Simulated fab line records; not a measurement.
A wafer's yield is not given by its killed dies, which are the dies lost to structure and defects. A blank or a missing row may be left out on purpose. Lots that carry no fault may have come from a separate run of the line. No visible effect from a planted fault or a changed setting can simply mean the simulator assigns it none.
Which tool did it?    flow sky130    42 wafers from 14 lots sampled at 3 of the route's 708 steps

== WHAT EACH GAUGE READ, for each wafer ==
SKY_VIA2_RS_MEAS_22: uses a four-point probe to measure.
lot   measured      on             VIA2_W_RS (ohm/sq)
L223  day 36 00:19  film-metro-02  0.255 0.268 0.268
L227  day 37 20:22  film-metro-02  0.272 0.264 0.275
L229  day 38 01:22  film-metro-02  0.261 0.272 0.261
L228  day 38 04:09  film-metro-02  0.262 0.270 0.273
L237  day 40 16:22  film-metro-02  0.261 0.260 0.273
L239  day 41 01:23  film-metro-03  0.268 0.269 0.272
L236  day 41 06:23  film-metro-01  0.271 0.271 0.261
L240  day 41 09:17  film-metro-03  0.269 0.267 0.268
L241  day 41 13:59  film-metro-02  0.266 0.264 0.271
L242  day 41 22:50  film-metro-02  0.277 0.271 0.274
L243  day 42 10:35  film-metro-02  0.272 0.272 0.272
L244  day 42 10:38  film-metro-03  0.275 0.261 0.275
L245  day 42 18:38  film-metro-01  0.261 0.271 0.272
L246  day 42 23:01  film-metro-03  0.273 0.263 0.271

== EACH LOT AND THE TOOL THAT RAN IT (in order: tool; ch and the chambers of the sampled wafers; start) ==
lot   SKY_VIA2_CMP_02                SKY_VIA2_STRIP_17
L223  cmp-01 ch 0,2, day 34 21:51    wet-bench-01 ch 3, day 35 23:38
L227  cmp-01 ch 0,1,2, day 36 17:34  wet-bench-02 ch 0, day 37 19:35
L229  cmp-02 ch 2,3, day 36 22:38    wet-bench-03 ch 1, day 38 00:38
L228  cmp-02 ch 0,3, day 37 00:47    wet-bench-03 ch 0, day 38 03:26
L237  cmp-01 ch 0,2,3, day 39 14:36  wet-bench-03 ch 0, day 40 15:41
L239  cmp-01 ch 0,2,3, day 40 00:09  wet-bench-01 ch 3, day 41 00:41
L236  cmp-01 ch 0,2,3, day 40 05:38  wet-bench-01 ch 0, day 41 05:41
L240  cmp-02 ch 0,1,2, day 40 08:11  wet-bench-02 ch 2, day 41 08:35
L241  cmp-02 ch 0,3, day 40 12:17    wet-bench-03 ch 2, day 41 13:14
L242  cmp-02 ch 0,1,3, day 40 22:17  wet-bench-02 ch 2, day 41 22:08
L243  cmp-01 ch 1,2, day 41 09:32    wet-bench-03 ch 3, day 42 09:47
L244  cmp-02 ch 0,1,2, day 41 10:03  wet-bench-02 ch 2, day 42 09:50
L245  cmp-02 ch 0,2,3, day 41 17:52  wet-bench-03 ch 2, day 42 17:53
L246  cmp-01 ch 0,2,3, day 41 22:33  wet-bench-02 ch 0, day 42 22:17
- SKY_VIA2_CMP_02: polishes SiO2.
- SKY_VIA2_STRIP_17: strips in post etch residue remover, time 1200 s.

== WHAT THE TOOLS THEMSELVES READ (means of the sampled wafers that have a number; where no wafer has one, the mark that the record gives instead) ==
SKY_VIA2_CMP_02.
lot   tool    motor-current-A (A)
L223  cmp-01  12.4
L227  cmp-01  11.8
L229  cmp-02  13.3
L228  cmp-02  11.9
L237  cmp-01  10.7
L239  cmp-01  10.9
L236  cmp-01  10.7
L240  cmp-02  12.8
L241  cmp-02  11.8
L242  cmp-02  12.7
L243  cmp-01  12.6
L244  cmp-02  12.9
L245  cmp-02  13.1
L246  cmp-01  11.0

SKY_VIA2_STRIP_17.
lot   tool          bath-guard-temp-C (C)  bath-heat-duty-pct (%)
L223  wet-bench-01  73.1                   14.2
L227  wet-bench-02  -                      -
L229  wet-bench-03  -                      -
L228  wet-bench-03  71.8                   13.9
L237  wet-bench-03  72.0                   14.3
L239  wet-bench-01  73.3                   14.5
L236  wet-bench-01  72.7                   14.7
L240  wet-bench-02  72.4                   13.2
L241  wet-bench-03  73.4                   13.1
L242  wet-bench-02  72.2                   12.7
L243  wet-bench-03  72.1                   16.0
L244  wet-bench-02  72.4                   13.6
L245  wet-bench-03  73.5                   13.3
L246  wet-bench-02  72.7                   15.6

== THE ANSWER, worked out from the rows above alone ==
Rule: the lots themselves supply what counts as usual. Put in order of their means at a reading, lots are off if they are a third of the lots or fewer, leave a main group of 4 or more, and stand apart from it by a gap of 3 or more times the standard deviation of the main group's means; of several such gaps the widest counts. Not used: any main group whose means are identical at the precision the tables above print for the reading. A lot without any number at a reading at which 4 lots or more have one is off too. The other lots that the step has rows for count as sound. After the gauges, taken in route order, come the tools' own readings; for these a lot's mean is taken, as printed above. At the first step where some lot is off, the reading lying furthest off is the one used; lots without a number count as furthest.
Off: L227, L229, at SKY_VIA2_STRIP_17 (bath-guard-temp-C). Without a number there: L227, L229. For the main group the mean is 72.6 C and the standard deviation 0.55.
A tool fits if, at that step or a process step before it, it ran every lot that is off, and no sound lot after the first of them. None of those tried fits.

== WHAT HAD BEEN PUT IN BY THE SIMULATOR ==
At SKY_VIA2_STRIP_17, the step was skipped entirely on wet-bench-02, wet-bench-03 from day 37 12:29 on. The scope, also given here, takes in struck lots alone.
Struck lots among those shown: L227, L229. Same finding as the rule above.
